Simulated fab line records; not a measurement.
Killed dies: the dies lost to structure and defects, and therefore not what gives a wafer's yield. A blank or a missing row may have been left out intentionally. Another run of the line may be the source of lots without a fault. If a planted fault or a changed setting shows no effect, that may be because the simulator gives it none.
Matching of chambers :: flow sky130 :: 4 sister chambers for SKY_CONTACT_ETCH_16 on rieDiel-02
The step etches BARC in N2/H2, stops on SiO2, time 45.9 s, target depth 60 nm. 4 wafers are shown with their chamber, then 7 later ones without.

== EACH WAFER AND ITS CHAMBER ==
wafer: L078.3
chamber: 1
rfFwdPowerW (W): 490.7

wafer: L084.6
chamber: 0
rfFwdPowerW (W): 494.0

wafer: L089.2
chamber: 2
rfFwdPowerW (W): 498.5

wafer: L089.3
chamber: 3
rfFwdPowerW (W): 494.4

== WAFERS WITHOUT THEIR CHAMBER ==
wafer: L089.5
rfFwdPowerW (W): 494.7

wafer: L091.1
rfFwdPowerW (W): 495.9

wafer: L091.3
rfFwdPowerW (W): 495.2

wafer: L091.6
rfFwdPowerW (W): 494.5

wafer: L092.1
rfFwdPowerW (W): 490.4

wafer: L092.3
rfFwdPowerW (W): 491.6

wafer: L092.5
rfFwdPowerW (W): 492.2

== WHICH CHAMBER EACH ONE RAN IN ==
wafer: L089.5
from the rows above: can't be placed: 3 or 0
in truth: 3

wafer: L091.1
from the rows above: can't be placed: 3 or 0 or 2
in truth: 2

wafer: L091.3
from the rows above: can't be placed: 3 or 0
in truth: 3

wafer: L091.6
from the rows above: can't be placed: 3 or 0
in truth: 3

wafer: L092.1
from the rows above: 1
in truth: 1

wafer: L092.3
from the rows above: can't be placed: 1 or 0
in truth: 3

wafer: L092.5
from the rows above: can't be placed: 1 or 0 or 3
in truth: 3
1 of 7 placed correctly. Cannot be placed on the basis of these rows: 6; the candidates contain the true chamber in 5. 0 placed wrongly.
How it was worked out, from the rows above alone: a wafer's distance from a chamber is the root of the sum, over the readings, of the square of ((its reading less the chamber's mean) divided by the reading's scatter). If the next closest chamber is less than 2 further off than the closest, the wafer can't be placed; otherwise it belongs to the closest. The mean given for a chamber averages the wafers shown for that chamber. The scatter: with one shown wafer a chamber, the root of the mean of the squares of how far each hidden wafer lies from its nearest shown one.
